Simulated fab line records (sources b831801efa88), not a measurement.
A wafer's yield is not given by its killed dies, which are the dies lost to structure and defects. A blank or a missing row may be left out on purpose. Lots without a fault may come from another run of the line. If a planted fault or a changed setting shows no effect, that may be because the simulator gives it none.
Which tool is to blame? -- flow gf180mcu -- at 1 step of a route of 602, 24 lots with 72 wafers sampled

WHAT THE GAUGES READ, wafer by wafer
GF_M2_THK_MEAS_06: measures by xrf. Usual: M2_ALCU_THK typically reads 450 nm, with standard deviation 6.4.
lot,measured,on,M2_ALCU_THK (nm),flag
L074,day 17 22:01,film_metro-02,449 448 445,
L075,day 18 01:39,film_metro-01,453 454 457,
L076,day 18 12:38,film_metro-02,444 449 446,
L077,day 19 05:37,film_metro-02,437 446 445,
L078,day 19 12:51,film_metro-03,457 443 452,
L079,day 20 02:53,film_metro-01,457 445 456,
L080,day 20 16:37,film_metro-03,447 455 459,
L081,day 21 03:38,film_metro-02,440 442 442,
L082,day 21 22:15,film_metro-03,460 454 456,
L083,day 22 01:57,film_metro-02,444 448 453,
L084,day 22 15:09,film_metro-02,440 446 448,
L085,day 23 01:08,film_metro-03,447 450 443,
L086,day 23 02:05,film_metro-02,459 456 455,
L087,day 23 11:52,film_metro-02,450 454 458,
L088,day 23 22:35,film_metro-03,451 455 461,
L089,day 24 06:49,film_metro-03,463 466 470,
L090,day 24 08:19,film_metro-03,461 454 454,
L091,day 24 14:17,film_metro-01,446 439 441,
L092,day 24 16:10,film_metro-01,439 444 441,
L094,day 25 05:52,film_metro-01,453 447 445,
L093,day 25 11:15,film_metro-02,447 454 450,
L095,day 25 12:30,film_metro-03,455 453 442,
L096,day 25 19:47,film_metro-02,441 449 449,
L097,day 26 04:21,film_metro-03,448 452 446,

TOOL THAT RAN EACH LOT (tool first, then ch and the chambers of the sampled wafers, then the start)
No process step before these readings appears in the record.

AS READ BY THE TOOLS THEMSELVES (means over the sampled wafers that have a number; for cases with no such wafer, the mark the record gives instead)
The record holds no such reading with a usual standard deviation.

THE ANSWER, worked out from the rows above alone
Rule: take the mean of a lot's wafers that have a number; if it is more than 3 standard deviations from the usual mean, the lot is off. A lot without any number at a reading at which 4 lots or more have one is off too. All remaining lots with rows at the step are treated as sound. After the gauges, taken in route order, come the tools' own readings; for these a lot's mean is taken, as printed above. At the first step where some lot is off, the reading lying furthest off is the one used; lots without a number count as furthest.
No lot is off at any reading shown: from this, nothing can be told.

WHAT THE SIMULATOR HAD INSERTED
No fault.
